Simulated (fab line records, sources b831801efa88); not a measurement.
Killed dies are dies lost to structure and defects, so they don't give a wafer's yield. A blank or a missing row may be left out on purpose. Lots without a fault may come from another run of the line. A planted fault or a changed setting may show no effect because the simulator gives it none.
Chamber matching | flow sky130 | SKY_CONTACT_CMP_04 on cmp-01: 4 sister chambers
The step polishes SiO2. 14 wafers are shown with their chamber, then 7 later ones without.

WAFERS WITH THEIR CHAMBER
wafer  | chamber | motor_current_A (A) | time_to_endpoint_s (s) | retaining_ring_pressure_frac
L545.1 | 2       | 14.2                | 85                     | 1.001
L545.3 | 3       | 11.5                | 90                     | 1.005
L545.5 | 1       | 12.6                | 85                     | 0.993
L546.1 | 2       | 13.1                | 84                     | 1.010
L546.3 | 0       | 10.7                | 82                     | 1.003
L546.5 | 0       | 10.9                | 80                     | 1.002
L547.2 | 0       | 11.2                | 83                     | 1.001
L547.3 | 3       | 11.7                | 90                     | 1.008
L547.4 | 1       | 13.2                | 88                     | 0.989
L554.2 | 2       | 13.2                | 80                     | 0.995
L554.3 | 1       | 13.2                | 85                     | 1.005
L554.5 | 1       | 13.5                | 84                     | 0.999
L556.1 | 0       | 10.7                | 81                     | 1.003
L556.4 | 2       | 13.4                | 85                     | 1.000

SIGNATURES (means of the wafers above)
reading                      | chamber 0 | chamber 1 | chamber 2 | chamber 3 | scatter within a chamber
motor_current_A              | 10.875    | 13.125    | 13.475    | 11.600    | 0.369
time_to_endpoint_s           | 81.50     | 85.50     | 83.50     | 90.00     | 1.76
retaining_ring_pressure_frac | 1.00225   | 0.99650   | 1.00150   | 1.00650   | 0.00521
Rule: a wafer's distance from a chamber is the root of the sum, over the readings, of the square of ((its reading less the chamber's mean) divided by the reading's scatter). The wafer belongs to the nearest chamber; if the next one is less than 2 further off, it can't be placed. The scatter: the root of (the sum of the squares of (reading less its chamber's mean) over the shown wafers, divided by (wafers less chambers)).

WAFERS WITHOUT THEIR CHAMBER
wafer  | motor_current_A (A) | time_to_endpoint_s (s) | retaining_ring_pressure_frac
L556.6 | 13.4                | 81                     | 1.001
L555.3 | 12.7                | 84                     | 0.992
L555.5 | 12.4                | 85                     | 1.000
L555.6 | 13.1                | 83                     | 1.007
L568.1 | 13.1                | 83                     | 0.997
L568.2 | 13.3                | 91                     | 1.008
L568.5 | 12.9                | 91                     | 0.997

WHICH CHAMBER EACH WENT THROUGH
wafer  | from the rows above          | in truth
L556.6 | can't be placed: 2 or 1      | 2
L555.3 | can't be placed: 1 or 2      | 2
L555.5 | can't be placed: 1 or 2 or 3 | 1
L555.6 | can't be placed: 2 or 1      | 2
L568.1 | can't be placed: 2 or 1      | 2
L568.2 | can't be placed: 1 or 2 or 3 | 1
L568.5 | can't be placed: 1 or 3 or 2 | 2
Placed correctly: 0 of 7. Can't be placed from these rows: 7 (the true chamber is among the candidates in 7). Placed wrongly: 0.
